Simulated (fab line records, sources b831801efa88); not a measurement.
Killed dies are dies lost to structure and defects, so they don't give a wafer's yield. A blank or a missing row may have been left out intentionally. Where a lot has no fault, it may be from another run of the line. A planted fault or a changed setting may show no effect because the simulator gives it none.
A lot that was struck, set against a sound lot / flow sky130 / 17 out of 708 route steps
Sound: wafers L174.2, L174.3, L174.4. Wafers L169.2, L169.3, L169.6 were the ones struck. The cause is given at the end.
Each step with rows lists, per side, the tool, then ch with its chambers, then its first start. Under that, the readings that differ: sound wafers / struck wafers / difference of the means / sigmas: that difference in standard deviations of wafers without a fault.
alike: words and numbers the same on both sides, and readings whose means are apart by under 2 such deviations; not compared: readings that were withheld, readings missing a value for some wafer, numbers with overlapping values and no deviation given by the record, and bounds like >300 which may hide the same value.
Wherever a step has rows on one side only, a row that says differs or no value, or a row with sigmas, the two part there. When numbers do not overlap yet have no deviation, they are printed without sigmas and do not part them. A reading missing from all wafers of one side parts the sides only when that side holds two or more wafers.

SKY_FIELD_ISO_THK_MEAS_02:
  sound: film-metro-02 at day 5 20:38; struck: film-metro-03 at day 4 20:55
  alike: FIELD_ISO_OXIDATION_00_THK
then, 1 step without rows for these wafers: SKY_FIELD_ISO_CVD_03 (deposits Si3N4 from DCS/NH3, target thk 165 nm, time 2830 s).
SKY_FIELD_ISO_THK_MEAS_04:
  sound: film-metro-03 at day 5 23:11; struck: film-metro-04 at day 4 22:51
  alike: FIELD_ISO_CVD_03_THK
then, 8 steps without rows for these wafers: SKY_FIELD_ISO_DEHYDRATE_05 (time 60 s); SKY_FIELD_ISO_HMDS_06 (prime time 60 s); SKY_FIELD_ISO_COAT_07 (resist thk 60 nm); SKY_FIELD_ISO_COAT_08 (resist thk 450 nm); SKY_FIELD_ISO_SOFTBAKE_09 (time 90 s); SKY_FIELD_ISO_EXPOSE_10 (exposes mask FOM, target cd 150 nm); SKY_FIELD_ISO_PEB_11; SKY_FIELD_ISO_DEVELOP_12 (develop time 60 s).
SKY_FIELD_ISO_CD_MEAS_13: the cd target is 150 nm.
  sound: cd-sem-01 at day 6 18:15; struck: cd-sem-01 at day 5 15:28
  alike: cd-nm
SKY_FIELD_ISO_ETCH_14: etches BARC in N2/H2, stops on SiO2, time 45.9 s, target depth 60 nm.
  sound on rie-diel-04 ch 0,2, day 6 18:21; struck on rie-diel-01 ch 0,1,3, day 5 15:34
  no value came back on the struck wafers for any of 6 readings (bias-w (W), chamber-pressure-mTorr (mTorr) and others); on the sound wafers bias-w (W) reads 99.5 100.1 100.5
reading=model.KrF-thick_of_FIELD_ISO_COAT_08.thk-nm (nm); sound=391.1 391.7 391.6; struck=434.4 434.2 435.3; difference=+43.2; sigmas=
  not compared: rf-hours-counter-h
SKY_FIELD_ISO_ETCH_15: etches the open film in CHF3/O2, stops on Si, target depth 180 nm, time 72 s.
  sound on rie-diel-04 ch 0,2, day 6 18:23; struck on rie-diel-01 ch 0,1,3, day 5 15:37
reading=oes-product-au (a.u.); sound=0.942 0.948 0.943; struck=0.375 0.383 0.374; difference=-0.567; sigmas=-81
reading=throttle-valve-pct (%); sound=8.854 8.841 8.845; struck=8.670 8.675 8.679; difference=-0.172; sigmas=-20
reading=model.KrF-thick_of_FIELD_ISO_COAT_08.thk-nm (nm); sound=236.1 234.1 233.6; struck=281.5 277.1 277.3; difference=+44.0; sigmas=
  alike: O2_flow_sccm, bias-w, drypump-motor-current-A
  not compared: rf-hours-counter-h
SKY_FIELD_ISO_STRIP_16: strips in O2/N2.
  sound on plasma-asher-01 ch 0,1, day 6 18:26; struck on plasma-asher-01 ch 0,1, day 5 15:40
reading=oes-product-au (a.u.); sound=0.376 0.373 0.375; struck=0.409 0.392 0.388; difference=+0.022; sigmas=+5
reading=strip-time-to-endpoint-s (s); sound=3.53 3.52 3.52; struck=4.03 3.98 3.98; difference=+0.47; sigmas=+9
  alike: drypump-motor-current-A
  not compared: rf-hours-counter-h
SKY_FIELD_ISO_ETCH_17: etches Si in HBr/Cl2/O2, target depth 342 nm, time 97.7 s.
  sound on rie-si-01 ch 0,1,2, day 6 18:32; struck on rie-si-02 ch 0,3, day 5 15:46
reading=drypump-motor-current-A (A); sound=5.0 5.2 5.5; struck=6.4 5.8 5.8; difference=+0.8; sigmas=+2
  alike: HBr_flow_sccm, O2_flow_sccm, oes-product-au, throttle-valve-pct
  not compared: rf-hours-counter-h
-- here the record skips 44 days between the struck wafers' starts before and after, leaving off in module FIELD_ISO and picking up in module PAD_OPEN (first step shown: number 708 of the route) --
SKY_PAD_OPEN_PROBE_99:
  sound: prober-02 at day 50 14:34; struck: prober-01 at day 49 08:39
reading=killed-at-front-end; sound=11 22 20; struck=417 411 415; difference=+397; sigmas=+94
reading=killed-dies; sound=83 83 101; struck=492 492 492; difference=+403; sigmas=+43
reading=killed-on-rim; sound=17 20 18; struck=96 96 96; difference=+78; sigmas=+18
  alike: killed_at_M0_to_M3, killed_at_M4_up, killed-at-contacts, killed-at-other, killed-open, killed-short

## WHERE THEY PART
Last at SKY_PAD_OPEN_PROBE_99 as far as this record goes, first at SKY_FIELD_ISO_ETCH_14.

WHY: what the simulator had put in
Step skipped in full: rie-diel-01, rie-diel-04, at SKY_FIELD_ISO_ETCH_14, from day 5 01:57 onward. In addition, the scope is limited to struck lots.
